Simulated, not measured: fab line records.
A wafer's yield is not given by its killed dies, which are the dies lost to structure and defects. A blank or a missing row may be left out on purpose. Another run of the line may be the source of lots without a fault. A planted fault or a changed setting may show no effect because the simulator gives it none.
2 desks, one fault -- flow gf180mcu -- what lay behind the numbers comes last; until then each desk has only its own

THE METROLOGY DESK
What the gauges read for every lot (on any tool): the sampled wafers with a number, averaged. Any lot whose mean is over 4 standard deviations away from the usual mean is out of limits and marked OUT; that distance is given in the brackets.
Columns: A = DNWELL_TW at GF_DNWELL_TW_MEAS_09, usual 1353; B = VT_IMPLANT_OVL at GF_VT_IMPLANT_OVL_MEAS_07, usual 0.6 nm
lot,first seen here,A,B
L815,day 3 04:11,1344,-0.7
L816,day 3 11:04,1387,0.3
L817,day 3 15:43,1326,-0.1
L819,day 4 03:10,1381,0.9
L821,day 4 13:58,1349,0.9
L822,day 4 20:29,1315,-0.2
L823,day 5 04:56,1346,2.4
L827,day 5 21:38,1371,-0.1
L828,day 6 06:05,1328,0.8
L829,day 6 07:19,1341,1.6
L831,day 6 18:11,1346,2.2
L834,day 7 11:10,1369,0.6
L835,day 7 14:44,1378,0.2
Finding of this desk: none of the 13 lots has anything out of limits.

AT THE TOOL OWNER'S DESK: lithoTrack-04
The tool's own readings at GF_MVPSD_COAT_02 (resist thk 3000 nm): means of the sampled wafers that have a number, for each lot that ran on this tool. Any lot whose mean is over 4 standard deviations away from the usual mean is out of limits and marked OUT; that distance is given in the brackets.
Columns: A = dispensePressureKPa at GF_MVPSD_COAT_02, usual 51.2 kPa
lot,first seen here,A
L815,day 5 03:01,52.8
L821,day 6 15:53,52.8
L822,day 6 22:47,52.8
L823,day 7 10:22,52.8
L834,day 9 22:32,52.8
Finding of this desk: none of the 5 lots has anything out of limits.

ALL TOGETHER
Nothing out of limits was seen by the metrology desk.
The desk of the tool owner found nothing out of limits.

WHAT HAD BEEN PUT IN BY THE SIMULATOR
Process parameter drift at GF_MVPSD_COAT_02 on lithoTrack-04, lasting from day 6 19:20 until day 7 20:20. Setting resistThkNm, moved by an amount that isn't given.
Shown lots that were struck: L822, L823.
